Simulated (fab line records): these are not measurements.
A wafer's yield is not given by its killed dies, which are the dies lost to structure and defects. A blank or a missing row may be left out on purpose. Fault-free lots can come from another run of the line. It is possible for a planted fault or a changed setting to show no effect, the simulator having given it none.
fab line records	flow sky130
[record] lots = 5	wafers = 15	lastDay = 50
route steps=708 shown METAL2@495 VIA2@507 METAL3@532 PAD_OPEN@708
lots untouched by any fault: they come from a run of this same line in which no faults occurred
startH: start of the lot's first displayed wafer, in hours after the record's first day	waitH: time in hours since the lot's previous step	" the same as in the row above	L1.1+2: one row covering several wafers at once	- value missing, or start not given	* or withheld: withheld	< > ~ a bound
route shown NAME@n: NAME is a module with steps in the file, n the number in the route of the first one	usual: the fault-free wafers' mean and standard deviation	same: alike in all rows	chamber/n: place in a boat	sites: the reading at each site	_std_site: how widely they spread, as a standard deviation	_edge_site: the outer-site mean with the inner-site mean subtracted	radiusMm: how far each site lies from the wafer's centre	mask NAME#n: copy n	behind: the last tool/chamber to shape the wafer	hold: why the lot went on hold/how many hours it stayed there/how the hold came to an end	device: the n, p or np transistor that did not switch	end of line: tests run on the same wafers once the route is complete	step lacking rows: just its recipe	killed: count of dies lost to structure and defects at first sort (not the wafer's yield)	map: dies across one wafer; x = killed, . = not, _ = none there
set.NAME: the setting the step ran with; set.NAME@STEP: the setting that earlier step ran with	model.NAME: the simulator's own value behind a step, which no gauge read
certain route steps with their lots: each step a table, each wafer a row
services: a tool's chamber out of use, with start hour (startH, from the record's first day; less than 0 if before it), hours out, and reason
[[steps]]
[step SKY_METAL2_EXPOSE_12]
[recipe] maskId = MM2	na = 0.8	sourceShape = annular	sigmaInner = 0.55	sigmaOuter = 0.85	targetCdNm = 140	doseMj = 28
[step SKY_METAL2_PEB_13]
[recipe] pebTempC = withheld	pebTimeS = withheld	resist = KrF-thick
[step SKY_METAL2_DEVELOP_14]
[recipe] developTimeS = 60	resist = KrF-thick	devTempC = 21
[step SKY_METAL2_CD_MEAS_15]
[recipe] targetCdNm = 140
[usual] cdNm = 140.0/1.5
lot.wafer	tool	chamber	startH	waitH	cdNm
L402.2	cdSem-02	-	791.77	-	138.3
L402.3	"	-	"	"	138.0
L402.5	"	-	"	"	141.3
L406.1	cdSem-02	-	858.35	-	138.8
L406.4	"	-	"	"	140.1
L406.5	"	-	"	"	139.6
L418.2	cdSem-01	-	954.99	-	140.8
L418.4	"	-	"	"	140.3
L418.5	"	-	"	"	141.0
L416.2	cdSem-01	-	960.07	-	139.5
L416.4	"	-	"	"	139.3
L416.6	"	-	"	"	141.9
L424.2	cdSem-02	-	999.23	-	139.1
L424.3	"	-	"	"	140.5
L424.4	"	-	"	"	139.8
[step SKY_METAL2_OVL_MEAS_16]
[usual] METAL2_OVL = 0/6.2
lot.wafer	tool	chamber	startH	waitH	METAL2_OVL[nm]
L402.2	overlay-01	-	791.88	0.1	-14
L402.3	"	-	"	"	-12
L402.5	"	-	"	"	-10
L406.1	overlay-01	-	858.47	0.1	2
L406.4	"	-	"	"	-5
L406.5	"	-	"	"	2
L418.2	overlay-01	-	955.10	0.1	-5
L418.4	"	-	"	"	-4
L418.5	"	-	"	"	-4
L416.2	overlay-01	-	960.18	0.1	5
L416.4	"	-	"	"	10
L416.6	"	-	"	"	5
L424.2	overlay-01	-	999.34	0.1	-8
L424.3	"	-	"	"	-8
L424.4	"	-	"	"	4
[step SKY_METAL2_DESCUM_17]
[recipe] chemistry = O2	sourcePowerW = 150	biasPowerW = 0	pressureMtorr = 10	tempC = 40	timeS = 8
[step SKY_METAL2_ETCH_18]
[recipe] chemistry = N2/H2	target = BARC	ionEnergyEv = 200	biasW = 100	pressureMtorr = 30	n2FlowSccm = 100	h2FlowSccm = 200	icpW = 500	stopOn = SiO2	timeS = 45.9	targetDepthA = 600
[step SKY_METAL2_METAL_ETCH_19]
[recipe] targetDepthA = 3600	stopOn = SiO2	overEtchFrac = 0.3	timeS = 78	chemistry = Cl2/BCl3	resistSidewallDeg = 88	pressureMtorr = 10	icpW = 900	biasW = 48.5	Cl2_flow_sccm = 60	bcl3FlowSccm = 30
[usual] drypumpMotorCurrentA = 5.7/0.42	oesProductAu = 0.855/0.0057	throttleValvePct = 22.265/0.009
lot.wafer	tool	chamber	startH	waitH	drypumpMotorCurrentA	oesProductAu	rfHoursCounterH	throttleValvePct
L402.2	rieMetal-02	1	792.00	0.0	5.1	0.861	15	22.261
L402.3	"	0	"	"	5.7	0.847	-	22.266
L402.5	"	0	"	"	5.7	0.852	-	22.263
L406.1	rieMetal-02	0	858.60	0.0	5.7	0.852	10	22.260
L406.4	"	0	"	"	5.7	0.853	-	22.273
L406.5	"	0	"	"	5.7	0.852	-	22.261
L418.2	rieMetal-04	1	955.22	0.0	5.6	0.856	11	22.272
L418.4	"	0	"	"	6.0	0.852	-	22.257
L418.5	"	1	"	"	5.6	0.862	-	22.265
L416.2	rieMetal-04	1	960.30	0.0	5.6	0.861	11	22.266
L416.4	"	0	"	"	6.0	0.856	-	22.258
L416.6	"	0	"	"	6.0	0.858	-	22.260
L424.2	rieMetal-01	0	999.47	0.0	6.3	0.848	10	22.276
L424.3	"	1	"	"	5.2	0.854	-	22.258
L424.4	"	0	"	"	6.3	0.849	-	22.262
[step SKY_METAL2_STRIP_20]
[recipe] chemistry = O2/N2	powerW = 1400	pressureMtorr = 1500	platenTempC = withheld	o2FlowSccm = 3000	n2FlowSccm = 300	overashFraction = 0.5
[step SKY_METAL2_STRIP_21]
[recipe] chemistry = postEtchResidueRemover	timeS = 1200	tempC = 72.5
[step SKY_METAL2_CLEAN_22]
[recipe] chemistry = IPA	timeS = 180	tempC = 25
[step SKY_METAL2_CLEAN_23]
[recipe] chemistry = O3/DIW	dry = n2Spin
[step SKY_VIA2_HDPCVD_00]
[recipe] material = SiO2	targetThkNm = 1180	sigmaOpenFrac = 0.3	timeS = 196.7	tempC = 400	sih4FlowSccm = 60	pressureMtorr = 6
lot.wafer	tool	chamber	startH	waitH	model.SiO2_of_VIA2_HDPCVD_00.thkNm
L402.2	hdpcvd-02	0	792.69	0.0	1189
L402.3	"	2	"	"	1181
L402.5	"	2	"	"	1182
L406.1	hdpcvd-02	1	859.32	0.0	1164
L406.4	"	2	"	"	1157
L406.5	"	1	"	"	1163
L418.2	hdpcvd-01	0	956.00	0.1	1188
L418.4	"	2	"	"	1181
L418.5	"	1	"	"	1177
L416.2	hdpcvd-01	2	961.00	0.0	1184
L416.4	"	2	"	"	1180
L416.6	"	0	"	"	418.4
L424.2	hdpcvd-02	0	1000.15	0.0	1169
L424.3	"	1	"	"	1177
L424.4	"	0	"	"	1168
[step SKY_VIA2_THK_MEAS_01]
[recipe] reads = SiO2_of_VIA2_HDPCVD_00
[usual] VIA2_HDPCVD_THK = 1178/11
lot.wafer	tool	chamber	startH	waitH	VIA2_HDPCVD_THK[nm]
L402.2	filmMetro-03	-	792.83	0.1	1189
L402.3	"	-	"	"	1181
L402.5	"	-	"	"	1182
L406.1	filmMetro-03	-	859.45	0.1	1164
L406.4	"	-	"	"	1157
L406.5	"	-	"	"	1163
L418.2	filmMetro-01	-	956.14	0.1	1188
L418.4	"	-	"	"	1180
L418.5	"	-	"	"	1176
L416.2	filmMetro-01	-	961.13	0.1	1185
L416.4	"	-	"	"	1181
L416.6	"	-	"	"	418
L424.2	filmMetro-01	-	1000.28	0.1	1170
L424.3	"	-	"	"	1176
L424.4	"	-	"	"	1168
[step SKY_VIA2_CMP_02]
[recipe] material = SiO2	downForcePsi = 4	platenRpm = 60	padVelocityMS = 0.94248
[step SKY_VIA2_BOW_MEAS_03]
[recipe] mode = bow
[usual] VIA2_BOW = 86/7.6
lot.wafer	tool	chamber	startH	waitH	VIA2_BOW[um]
L402.2	filmMetro-01	-	793.20	0.3	97
L402.3	"	-	"	"	79
L402.5	"	-	"	"	89
L406.1	filmMetro-04	-	859.81	0.2	81
L406.4	"	-	"	"	88
L406.5	"	-	"	"	90
L418.2	filmMetro-01	-	956.51	0.2	79
L418.4	"	-	"	"	78
L418.5	"	-	"	"	80
L416.2	filmMetro-01	-	961.50	0.1	100
L416.4	"	-	"	"	103
L416.6	"	-	"	"	91
L424.2	filmMetro-03	-	1000.65	0.2	92
L424.3	"	-	"	"	82
L424.4	"	-	"	"	80
[step SKY_VIA2_DEHYDRATE_04]
[recipe] tempC = 200	timeS = 60
[step SKY_VIA2_HMDS_05]
[recipe] primeTimeS = 60	primeTempC = 120
[step SKY_VIA2_COAT_06]
[recipe] resist = BARC	tempC = withheld	timeS = withheld	spinRpm = 3000	resistThkNm = 60
[step SKY_VIA2_COAT_07]
[recipe] resist = KrF-thick	spinRpm = 3000	resistThkNm = 450
[step SKY_VIA2_SOFTBAKE_08]
[recipe] tempC = 100	timeS = 90	resist = KrF-thick
[step SKY_VIA2_EXPOSE_09]
[recipe] maskId = VIM2	na = 0.8	sourceShape = annular	sigmaInner = 0.55	sigmaOuter = 0.85	targetCdNm = 200	doseMj = 38
[step SKY_VIA2_PEB_10]
[recipe] pebTempC = withheld	pebTimeS = withheld	resist = KrF-thick
[step SKY_VIA2_DEVELOP_11]
[recipe] developTimeS = 60	resist = KrF-thick	devTempC = 21
[step SKY_VIA2_CD_MEAS_12]
[recipe] targetCdNm = 200
[usual] cdNm = 200.0/1.3
lot.wafer	tool	chamber	startH	waitH	cdNm
L402.2	cdSem-01	-	815.62	-	200.8
L402.3	"	-	"	"	199.0
L402.5	"	-	"	"	198.8
L406.1	cdSem-01	-	885.46	-	201.2
L406.4	"	-	"	"	199.3
L406.5	"	-	"	"	199.7
L418.2	cdSem-02	-	980.92	-	201.0
L418.4	"	-	"	"	202.4
L418.5	"	-	"	"	202.7
L416.2	cdSem-02	-	985.94	-	198.4
L416.4	"	-	"	"	198.2
L416.6	"	-	"	"	198.4
L424.2	cdSem-02	-	1024.17	-	200.9
L424.3	"	-	"	"	200.3
L424.4	"	-	"	"	201.2
[step SKY_VIA2_OVL_MEAS_13]
[usual] VIA2_OVL = 0/4.7
lot.wafer	tool	chamber	startH	waitH	VIA2_OVL[nm]
L402.2	overlay-02	-	815.73	0.1	0
L402.3	"	-	"	"	7
L402.5	"	-	"	"	6
L406.1	overlay-01	-	885.58	0.1	-7
L406.4	"	-	"	"	1
L406.5	"	-	"	"	4
L418.2	overlay-01	-	981.03	0.1	-3
L418.4	"	-	"	"	-1
L418.5	"	-	"	"	-3
L416.2	overlay-01	-	986.05	0.1	-7
L416.4	"	-	"	"	-2
L416.6	"	-	"	"	-3
L424.2	overlay-02	-	1024.28	0.1	10
L424.3	"	-	"	"	5
L424.4	"	-	"	"	7
[step SKY_VIA2_ETCH_14]
[recipe] chemistry = N2/H2	target = BARC	ionEnergyEv = 200	sourceW = 500	biasW = 100	pressureMtorr = 30	n2FlowSccm = 100	h2FlowSccm = 200	stopOn = SiO2	timeS = 45.9	targetDepthA = 600
[usual] drypumpMotorCurrentA = 5.7/0.49	n2FlowSccm = 99.95/0.27	oesProductAu = 0.855/0.0046	throttleValvePct = 13.226/0.0091
lot.wafer	tool	chamber	startH	waitH	drypumpMotorCurrentA	n2FlowSccm	oesProductAu	rfHoursCounterH	throttleValvePct
L402.2	rieDiel-02	3	815.76	0.0	5.9	100.22	0.848	9	13.236
L402.3	"	0	"	"	5.1	99.97	0.854	8	13.217
L402.5	"	2	"	"	5.6	99.60	0.856	-	13.215
L406.1	rieDiel-01	1	885.61	0.0	4.9	99.98	0.864	18	13.232
L406.4	"	2	"	"	6.2	100.03	0.857	9	13.220
L406.5	"	3	"	"	6.5	99.89	0.856	-	13.227
L418.2	rieDiel-01	1	981.06	0.0	4.9	100.19	0.865	21	13.226
L418.4	"	3	"	"	6.4	99.97	0.851	14	13.214
L418.5	"	2	"	"	6.1	100.13	0.857	-	13.216
L416.2	rieDiel-03	0	986.08	0.0	5.8	99.49	0.856	12	13.219
L416.4	"	3	"	"	5.1	99.30	0.850	9	13.227
L416.6	"	1	"	"	6.1	100.09	0.860	-	13.224
L424.2	rieDiel-03	2	1024.31	0.0	5.9	99.85	0.856	16	13.205
L424.3	"	3	"	"	5.0	100.09	0.859	10	13.206
L424.4	"	1	"	"	6.1	99.86	0.853	8	13.232
[step SKY_VIA2_ETCH_15]
[recipe] target = SiO2	chemistry = C4F8/O2/Ar	targetDepthNm = 546	stopOn = TiN	maskMaterial = KrF-thick	sourceW = 1500	biasW = 1200	pressureMtorr = 40	c4f8FlowSccm = withheld	O2_flow_sccm = 6	Ar_flow_sccm = 300	timeS = 84
[usual] oesProductAu = 0.939/0.0048
lot.wafer	tool	chamber	startH	waitH	oesProductAu	rfHoursCounterH	model.VIA2.featureDepthNm	model.etch.depthNm
L402.2	rieDiel-02	3	815.80	0.0	0.940	9	494.4	494.4
L402.3	"	0	"	"	0.950	8	495.9	495.9
L402.5	"	2	"	"	0.938	-	493.9	493.9
L406.1	rieDiel-01	1	885.65	0.0	0.934	18	494.1	494.1
L406.4	"	2	"	"	0.938	9	494.8	494.8
L406.5	"	3	"	"	0.946	-	494.7	494.7
L418.2	rieDiel-01	1	981.10	0.0	0.938	21	495.5	495.5
L418.4	"	3	"	"	0.940	14	494.5	494.5
L418.5	"	2	"	"	0.949	-	494	494
L416.2	rieDiel-03	0	986.12	0.0	0.934	12	493.2	493.2
L416.4	"	3	"	"	0.936	9	493.6	493.6
L416.6	"	1	"	"	0.856	-	418.4	418.4
L424.2	rieDiel-03	2	1024.35	0.0	0.935	16	493.9	493.9
L424.3	"	3	"	"	0.940	10	495.3	495.3
L424.4	"	1	"	"	0.938	8	493.6	493.6
[step SKY_VIA2_STRIP_16]
[recipe] chemistry = O2/N2	powerW = 1400	pressureMtorr = 1500	platenTempC = withheld	o2FlowSccm = 3000	n2FlowSccm = 300	overashFraction = 0.5
[step SKY_VIA2_STRIP_17]
[recipe] chemistry = postEtchResidueRemover	timeS = 1200	tempC = 72.5
[step SKY_VIA2_CLEAN_18]
[recipe] chemistry = IPA	timeS = 180	tempC = 25
[step SKY_VIA2_CLEAN_19]
[recipe] chemistry = O3/DIW	dry = n2Spin
[step SKY_VIA2_SPUTTER_20]
[recipe] material = TiN	targetThkNm = 20	chamberPressurePa = 5	powerW = 4000	timeS = 80
[step SKY_VIA2_CVD_21]
[recipe] material = W	targetThkNm = 420	timeS = 126.4	tempC = 400	pressureTorr = 40
[step SKY_VIA2_RS_MEAS_22]
[recipe] thkMeasGauge = four-point-probe	reads = W_of_VIA2_CVD_21+TiN_of_VIA2_SPUTTER_20
[usual] VIA2_W_RS = 0.274/0.0032
lot.wafer	tool	chamber	startH	waitH	VIA2_W_RS[ohm/sq]
L402.2	filmMetro-04	-	816.71	0.1	0.277
L402.3	"	-	"	"	0.275
L402.5	"	-	"	"	0.281
L406.1	filmMetro-03	-	886.53	0.1	0.273
L406.4	"	-	"	"	0.273
L406.5	"	-	"	"	0.272
L418.2	filmMetro-04	-	981.97	0.1	0.277
L418.4	"	-	"	"	0.279
L418.5	"	-	"	"	0.274
L416.2	filmMetro-01	-	986.99	0.1	0.268
L416.4	"	-	"	"	0.271
L416.6	"	-	"	"	0.267
L424.2	filmMetro-01	-	1025.26	0.1	0.273
L424.3	"	-	"	"	0.271
L424.4	"	-	"	"	0.269
[step SKY_VIA2_THK_MEAS_23]
[recipe] thkMeasGauge = xrf	reads = W_of_VIA2_CVD_21
[usual] VIA2_W_THK = 426/6.2
lot.wafer	tool	chamber	startH	waitH	VIA2_W_THK[nm]
L402.2	filmMetro-04	-	816.82	0.1	427
L402.3	"	-	"	"	428
L402.5	"	-	"	"	419
L406.1	filmMetro-03	-	886.65	0.1	426
L406.4	"	-	"	"	425
L406.5	"	-	"	"	422
L418.2	filmMetro-04	-	982.08	0.1	423
L418.4	"	-	"	"	418
L418.5	"	-	"	"	429
L416.2	filmMetro-01	-	987.10	0.1	439
L416.4	"	-	"	"	436
L416.6	"	-	"	"	443
L424.2	filmMetro-01	-	1025.37	0.1	428
L424.3	"	-	"	"	427
L424.4	"	-	"	"	431
[step SKY_VIA2_CMP_24]
[recipe] stopOn = SiO2	tOverpolishS = 20	downForcePsi = 3.5	platenRpm = 60	targetThkNm = 0	padVelocityMS = 0.94248
[usual] motorCurrentA = 11.0/0.98	overpolishRunS = 20.000/0.0081	timeToEndpointS = 101/3.4
lot.wafer	tool	chamber	startH	waitH	motorCurrentA	overpolishRunS	timeToEndpointS
L402.3	cmp-01	2	817.21	0.4	11.8	20.005	105
L402.2	"	3	"	"	11.6	19.996	101
L402.5	"	2	"	"	11.3	20.000	105
L406.1	cmp-02	0	886.81	0.1	11.4	19.990	101
L406.4	"	1	"	"	10.0	20.008	100
L406.5	"	3	"	"	11.9	20.008	102
L418.4	cmp-01	1	982.13	0.0	11.4	20.010	97
L418.2	"	0	"	"	8.7	19.996	94
L418.5	"	1	"	"	11.2	19.999	102
L416.4	cmp-02	2	987.25	0.1	12.5	19.992	103
L416.2	"	3	"	"	12.5	20.003	103
L416.6	"	1	"	"	9.7	20.000	105
L424.2	cmp-02	1	1025.42	0.0	9.5	20.015	101
L424.3	"	2	"	"	12.3	19.998	101
L424.4	"	3	"	"	12.3	19.995	106
[step SKY_METAL3_SPUTTER_00]
[recipe] material = Ti	targetThkNm = 15	powerW = 3000	timeS = 10	chamberPressurePa = 0.4
[step SKY_METAL3_SPUTTER_01]
[recipe] material = TiN	targetThkNm = 20	powerW = 6500	timeS = 16.7	chamberPressurePa = 0.4
[usual] throttleValvePct = 30.0/1.3
lot.wafer	tool	chamber	startH	waitH	throttleValvePct
L402.2	pvdSputter-01	-	817.48	0.0	30.5
L402.3	"	-	"	"	29.8
L402.5	"	-	"	"	29.7
L406.1	pvdSputter-01	-	887.03	0.0	29.7
L406.4	"	-	"	"	30.2
L406.5	"	-	"	"	29.6
L418.2	pvdSputter-01	-	982.45	0.0	29.7
L418.4	"	-	"	"	30.2
L418.5	"	-	"	"	29.9
L416.2	pvdSputter-01	-	987.47	0.0	30.1
L416.4	"	-	"	"	29.7
L416.6	"	-	"	"	32.8
L424.2	pvdSputter-01	-	1025.74	0.0	33.0
L424.3	"	-	"	"	29.7
L424.4	"	-	"	"	30.1
[step SKY_METAL3_SPUTTER_02]
[recipe] material = AlCu	targetThkNm = 735	powerW = 10600	timeS = 39.1	chamberPressurePa = 0.4
[usual] throttleValvePct = 30.0/1.2
lot.wafer	tool	chamber	startH	waitH	throttleValvePct
L402.2	pvdSputter-01	-	817.51	0.0	30.4
L402.3	"	-	"	"	29.7
L402.5	"	-	"	"	29.7
L406.1	pvdSputter-01	-	887.06	0.0	29.7
L406.4	"	-	"	"	30.3
L406.5	"	-	"	"	29.6
L418.2	pvdSputter-01	-	982.48	0.0	29.7
L418.4	"	-	"	"	30.0
L418.5	"	-	"	"	29.8
L416.2	pvdSputter-01	-	987.49	0.0	30.4
L416.4	"	-	"	"	30.0
L416.6	"	-	"	"	32.9
L424.2	pvdSputter-01	-	1025.77	0.0	32.7
L424.3	"	-	"	"	29.8
L424.4	"	-	"	"	30.3
[step SKY_METAL3_SPUTTER_03]
[recipe] material = Ti	targetThkNm = 5	powerW = 3000	timeS = 3.3	chamberPressurePa = 0.4
[step SKY_METAL3_SPUTTER_04]
[recipe] material = TiN	targetThkNm = 70	powerW = 6500	timeS = 58.3	chamberPressurePa = 0.4
[step SKY_METAL3_METAL_ETCH_18]
[recipe] targetDepthA = 8450	stopOn = SiO2	overEtchFrac = 0.3	timeS = 183.1	chemistry = Cl2/BCl3	resistSidewallDeg = 88	pressureMtorr = 10	icpW = 900	biasW = 48.5	Cl2_flow_sccm = 60	bcl3FlowSccm = 30
[usual] drypumpMotorCurrentA = 5.7/0.43	oesProductAu = 0.866/0.0059	throttleValvePct = 22.263/0.0086
lot.wafer	tool	chamber	startH	waitH	drypumpMotorCurrentA	oesProductAu	rfHoursCounterH	throttleValvePct	model.SiO2_of_VIA2_HDPCVD_00.thkNm
L402.2	rieMetal-04	0	869.91	0.0	6.1	0.866	12	22.266	464.4
L402.3	"	1	"	"	5.6	0.861	-	22.267	465.8
L402.5	"	0	"	"	6.1	0.877	-	22.264	464.1
L406.1	rieMetal-01	1	939.11	0.0	5.2	0.860	9	22.247	464.5
L406.4	"	1	"	"	5.2	0.865	-	22.261	465.3
L406.5	"	0	"	"	6.2	0.869	-	22.273	465.1
L418.2	rieMetal-03	1	1032.32	0.0	5.2	0.860	9	22.242	465.9
L418.4	"	0	"	"	6.0	0.864	-	22.260	465.2
L418.5	"	0	"	"	6.0	0.861	-	22.273	464.5
L416.2	rieMetal-01	0	1036.11	0.0	6.3	0.868	12	22.255	463.9
L416.4	"	0	"	"	6.3	0.858	-	22.268	464
L416.6	"	1	"	"	5.2	0.875	-	22.261	388.9
L424.2	rieMetal-04	0	1071.51	0.0	6.0	0.869	22	22.260	463.8
L424.3	"	1	"	"	5.6	0.874	-	22.273	465.2
L424.4	"	0	"	"	6.0	0.864	-	22.261	463.7
[step SKY_PAD_OPEN_PROBE_99]
[usual] defectLimitedYield = 82.5/1.8	killed_at_M0_to_M3 = 43/6.6	killed_at_M4_up = 3.2/1.8	killedAtContacts = 24/5	killedAtFrontEnd = 15/4.5	killedAtOther = 0.2/0.46	killedDies = 86/8.8	killedOnRim = 16/3.4	killedOpen = 48/6.6	killedShort = 38/6.1
[same] grossDies = 492	killedAtBackSide = 0
lot.wafer	tool	chamber	startH	waitH	defectLimitedYield[%]	killed_at_M0_to_M3	killed_at_M4_up	killedAtContacts	killedAtFrontEnd	killedAtOther	killedDies	killedOnRim	killedOpen	killedShort	model.etest.tester.sortNPass	model.etest.tester.sortYieldPct	model.etest.tester.sort_bin_3_pct	model.etest.met3Comb.leakLog10AUm	model.etest.tester.sort_bin_8_pct
L402.2	prober-02	-	1050.78	0.1	79.3	46	3	33	20	0	102	19	53	49	390	79.27	1.423	-12.13	0
L402.3	prober-02	-	1050.83	0.2	80.3	47	4	35	11	0	97	15	58	39	395	80.28	1.22	-12.05	0
L402.5	prober-02	-	1050.93	0.2	78.7	60	2	23	19	1	105	26	49	56	387	78.66	0.6098	-12.07	0
L406.1	prober-02	-	1107.70	0.1	82.1	56	2	21	9	0	88	17	49	39	404	82.11	1.423	-12.03	0
L406.4	prober-02	-	1107.85	0.2	84.1	38	2	22	16	0	78	15	49	29	414	84.15	0.4065	-11.99	0
L406.5	prober-02	-	1107.90	0.2	83.1	42	6	13	22	0	83	19	44	39	409	83.13	0.813	-12.04	0
L418.2	prober-02	-	1180.48	0.1	84.6	44	0	25	7	0	76	11	46	30	416	84.55	0.2033	-12.1	0
L418.4	prober-02	-	1180.58	0.2	83.5	39	8	25	9	0	81	24	37	44	411	83.54	0.6098	-11.95	0
L418.5	prober-02	-	1180.63	0.2	81.9	49	5	21	14	0	89	14	52	37	403	81.91	1.423	-12.07	0
L416.2	prober-01	-	1183.31	0.1	82.5	40	1	30	15	0	86	16	53	33	406	82.52	0.4065	-12.04	0
L416.4	prober-01	-	1183.41	0.2	81.9	43	5	26	15	0	89	15	50	39	403	81.91	1.423	-11.92	0
L416.6	prober-01	-	1183.51	0.2	79.3	47	5	38	12	0	102	18	59	43	231	46.95	33.54	-7.17	3.977e-07
L424.2	prober-01	-	1208.88	0.1	82.9	40	5	20	19	0	84	16	43	41	408	82.93	1.016	-12.07	0
L424.3	prober-01	-	1208.93	0.2	82.7	50	6	22	6	1	85	14	39	46	407	82.72	1.22	-11.84	0
L424.4	prober-01	-	1208.98	0.2	81.5	46	4	28	13	0	91	21	47	44	401	81.5	0.6098	-11.92	0
// killed by level:class
L402.2 CONTACT:geometricParticle:open=10 VIA1:geometricParticle:open=9 VIA3:geometricParticle:open=9 LOCAL_INTERCONNECT:geometricParticle:short=8 FIELD_ISO:geometricParticle:short=7 VIA2:geometricParticle:short=6 LI_CONTACT:geometricParticle:open=5 CONTACT:geometricParticle:short=5
L402.3 CONTACT:geometricParticle:open=16 VIA3:geometricParticle:open=9 METAL2:geometricParticle:short=7 LI_CONTACT:geometricParticle:open=7 VIA1:geometricParticle:open=7 METAL1:geometricParticle:short=6 VIA2:geometricParticle:open=6 FIELD_ISO:geometricParticle:open=4
L402.5 CONTACT:geometricParticle:open=13 VIA1:geometricParticle:open=11 METAL1:geometricParticle:short=11 FIELD_ISO:geometricParticle:short=9 VIA3:geometricParticle:open=9 VIA1:geometricParticle:short=9 CONTACT:geometricParticle:short=5 METAL2:geometricParticle:short=5
L406.1 VIA1:geometricParticle:open=18 VIA3:geometricParticle:open=8 VIA1:geometricParticle:short=8 CONTACT:geometricParticle:open=7 POLY_GATE:geometricParticle:short=5 CONTACT:geometricParticle:short=5 LI_CONTACT:geometricParticle:open=4 METAL2:geometricParticle:short=4
L406.4 VIA1:geometricParticle:open=11 CONTACT:geometricParticle:open=9 FIELD_ISO:geometricParticle:open=5 POLY_GATE:geometricParticle:open=5 METAL1:geometricParticle:short=5 VIA2:geometricParticle:open=5 LI_CONTACT:geometricParticle:short=4 VIA3:geometricParticle:open=4
L406.5 VIA1:geometricParticle:open=7 FIELD_ISO:geometricParticle:open=6 CONTACT:geometricParticle:open=6 METAL1:geometricParticle:short=6 VIA1:geometricParticle:short=6 FIELD_ISO:geometricParticle:short=5 VIA2:geometricParticle:short=5 VIA2:geometricParticle:open=5
L418.2 CONTACT:geometricParticle:open=11 VIA1:geometricParticle:short=11 VIA2:geometricParticle:open=11 VIA1:geometricParticle:open=8 LI_CONTACT:geometricParticle:open=5 LI_CONTACT:geometricParticle:short=5 VIA3:geometricParticle:open=5 METAL1:geometricParticle:short=4
L418.4 CONTACT:geometricParticle:open=8 CONTACT:geometricParticle:short=7 VIA1:geometricParticle:open=7 VIA3:geometricParticle:open=7 METAL4:geometricParticle:short=7 METAL2:geometricParticle:short=6 VIA2:geometricParticle:open=6 METAL1:geometricParticle:short=5
L418.5 VIA1:geometricParticle:open=12 VIA3:geometricParticle:open=9 LI_CONTACT:geometricParticle:open=8 CONTACT:geometricParticle:open=8 VIA1:geometricParticle:short=7 METAL1:geometricParticle:short=5 FIELD_ISO:geometricParticle:short=4 FIELD_ISO:geometricParticle:open=3
L416.2 CONTACT:geometricParticle:open=15 VIA1:geometricParticle:open=10 CONTACT:geometricParticle:short=7 FIELD_ISO:geometricParticle:open=6 VIA3:geometricParticle:short=6 VIA3:geometricParticle:open=6 LI_CONTACT:geometricParticle:open=5 VIA2:geometricParticle:open=5
L416.4 VIA1:geometricParticle:open=13 CONTACT:geometricParticle:open=11 VIA2:geometricParticle:open=7 LI_CONTACT:geometricParticle:open=6 POLY_GATE:geometricParticle:short=5 METAL2:geometricParticle:short=5 METAL3:geometricParticle:short=5 FIELD_ISO:geometricParticle:short=4
L416.6 CONTACT:geometricParticle:open=17 LI_CONTACT:geometricParticle:open=11 METAL1:geometricParticle:short=8 CONTACT:geometricParticle:short=7 METAL2:geometricParticle:short=7 VIA2:geometricParticle:open=7 VIA3:geometricParticle:open=7 VIA1:geometricParticle:open=6
L424.2 CONTACT:geometricParticle:open=11 POLY_GATE:geometricParticle:open=6 METAL1:geometricParticle:short=6 VIA1:geometricParticle:short=6 VIA3:geometricParticle:open=6 VIA2:geometricParticle:open=5 FIELD_ISO:geometricParticle:open=4 VIA2:geometricParticle:short=4
L424.3 VIA1:geometricParticle:open=16 METAL1:geometricParticle:short=10 LOCAL_INTERCONNECT:geometricParticle:short=7 METAL2:geometricParticle:short=6 METAL4:geometricParticle:short=6 LI_CONTACT:geometricParticle:open=5 LI_CONTACT:geometricParticle:short=4 CONTACT:geometricParticle:short=4
L424.4 CONTACT:geometricParticle:open=10 VIA3:geometricParticle:open=9 VIA2:geometricParticle:open=8 METAL1:geometricParticle:short=7 LI_CONTACT:geometricParticle:open=6 CONTACT:geometricParticle:short=5 VIA1:geometricParticle:open=5 FIELD_ISO:geometricParticle:short=4
[[services]]
tool	chamber	startH	hours	kind
rieDiel-03	-	780.82	4.3	pm
rieDiel-03	3	785.55	7.8	repair
hdpcvd-02	-	794.16	2.8	pm
rieDiel-03	-	797.78	0.4	repair
pvdSputter-01	-	808.68	3.4	repair
cmp-02	-	816.19	2.3	repair
pvdSputter-01	-	828.97	0.7	repair
rieDiel-01	-	843.42	14.6	pm
hdpcvd-02	2	866.81	11.0	repair
cmp-02	-	893.04	1.4	repair
cmp-02	-	902.98	0.9	repair
hdpcvd-02	0	910.12	14.1	repair
cmp-02	-	912.00	4.0	pm
cmp-02	-	916.54	2.3	repair
rieDiel-03	2	924.30	5.2	repair
rieDiel-01	0	943.99	6.9	repair
rieDiel-03	3	952.93	8.1	repair
rieDiel-01	-	971.53	2.8	pm
rieMetal-04	-	989.88	2.2	repair
rieDiel-01	3	1032.83	9.1	repair
rieDiel-01	-	1034.31	6.4	repair
rieDiel-03	-	1038.96	1.5	repair
rieMetal-04	0	1048.29	6.2	repair
rieDiel-03	3	1056.97	8.2	repair
[[key]]
[firstSign] step = SKY_VIA2_THK_MEAS_01	reading = VIA2_HDPCVD_THK	direction = down	sigmas = 67	usual = 1178	struck = 418
[effect] step = SKY_VIA2_ETCH_15	reading = oesProductAu	direction = down	sigmas = 17	usual = 0.939	struck = 0.856
[modelEffect] step = SKY_VIA2_HDPCVD_00	value = SiO2_of_VIA2_HDPCVD_00.thkNm	without = 1185	struck = 418.4
[modelEffect] step = SKY_VIA2_ETCH_15	value = VIA2.featureDepthNm	without = 493.3	struck = 418.4
[modelEffect] step = SKY_METAL3_METAL_ETCH_18	value = SiO2_of_VIA2_HDPCVD_00.thkNm	without = 463.9	struck = 388.9
[modelEffect] step = SKY_PAD_OPEN_PROBE_99	value = etest.tester.sortNPass	without = 390	struck = 231
metAt SKY_VIA2_HDPCVD_00
struckWafers L416.6
onsetBetween 956.00 961.00
[fault] kind = processParameterDrift	tool = hdpcvd-01	chamber = -	onsetH = 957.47	steps = SKY_VIA2_HDPCVD_00	channel = targetThkNm	offset = -766.97	shape = step	endH = 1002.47	scope = struckWafersOnly	actsIn = theseRecipesOnly	stated = 1180
